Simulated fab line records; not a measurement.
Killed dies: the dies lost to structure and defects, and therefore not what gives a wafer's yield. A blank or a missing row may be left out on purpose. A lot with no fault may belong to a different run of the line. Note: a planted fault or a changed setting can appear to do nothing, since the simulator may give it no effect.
What tool caused it? / flow sky130 / 7 lots with 21 wafers sampled at 2 steps, on a route of 708 steps

== WHAT THE GAUGES READ, wafer by wafer ==
SKY_VT_ADJUST_NCORE_TW_MEAS_11.
lot=L373; measured=day 8 14:23; on=filmMetro-03; VT_ADJUST_NCORE_TW=217.0 216.9 215.8
lot=L377; measured=day 10 01:31; on=filmMetro-03; VT_ADJUST_NCORE_TW=215.8 216.7 216.7
lot=L380; measured=day 10 15:05; on=filmMetro-01; VT_ADJUST_NCORE_TW=220.2 220.1 220.6
lot=L383; measured=day 11 16:47; on=filmMetro-02; VT_ADJUST_NCORE_TW=222.2 221.9 222.7
lot=L385; measured=day 12 03:47; on=filmMetro-03; VT_ADJUST_NCORE_TW=217.2 217.7 217.3
lot=L391; measured=day 14 17:49; on=filmMetro-02; VT_ADJUST_NCORE_TW=222.0 222.2 223.2
lot=L395; measured=day 15 10:02; on=filmMetro-03; VT_ADJUST_NCORE_TW=204.8 205.8 204.8 205.4 204.4 204.9

== WHAT TOOL EACH LOT RAN ON (gives the tool, then ch and the chambers of the sampled wafers, and finally the start) ==
lot=L373; SKY_VT_ADJUST_NCORE_IMPLANT_09=implanter-02 ch 0, day 8 14:08
lot=L377; SKY_VT_ADJUST_NCORE_IMPLANT_09=implanter-04 ch 0, day 10 01:16
lot=L380; SKY_VT_ADJUST_NCORE_IMPLANT_09=implanter-01 ch 0, day 10 14:50
lot=L383; SKY_VT_ADJUST_NCORE_IMPLANT_09=implanter-01 ch 0, day 11 16:32
lot=L385; SKY_VT_ADJUST_NCORE_IMPLANT_09=implanter-01 ch 0, day 12 03:32
lot=L391; SKY_VT_ADJUST_NCORE_IMPLANT_09=implanter-04 ch 0, day 14 17:34
lot=L395; SKY_VT_ADJUST_NCORE_IMPLANT_09=implanter-04 ch 0, day 15 09:47
- SKY_VT_ADJUST_NCORE_IMPLANT_09

== THE ANSWER, worked out from the rows above alone ==
Rule: the usual values come from the lots themselves. The widest of any qualifying gaps counts: lots, ordered by their means at a reading, are off when they make up no more than a third of the lots, leave a main group of 4 or more, and stand apart from it by 3 or more times the standard deviation of that group's means. The tables above print the reading to a certain number of digits; a main group whose means all agree to those digits is not used. A lot without any number at a reading at which 4 lots or more have one is off too. Where the step has rows for the other lots, those lots are counted as sound.
Off: at SKY_VT_ADJUST_NCORE_TW_MEAS_11 (VT_ADJUST_NCORE_TW), L395. For the main group the mean is 219.2 and the standard deviation 2.6.
If a tool, at a process step before that reading, ran all the lots that are off and no sound lot after the first of them, it fits. The gauges at SKY_VT_ADJUST_NCORE_TW_MEAS_11 are tried like those tools. Can't be told from this: 2 tools fit, implanter-04 at SKY_VT_ADJUST_NCORE_IMPLANT_09, filmMetro-03 at SKY_VT_ADJUST_NCORE_TW_MEAS_11.

== WHAT THE SIMULATOR HAD INSERTED ==
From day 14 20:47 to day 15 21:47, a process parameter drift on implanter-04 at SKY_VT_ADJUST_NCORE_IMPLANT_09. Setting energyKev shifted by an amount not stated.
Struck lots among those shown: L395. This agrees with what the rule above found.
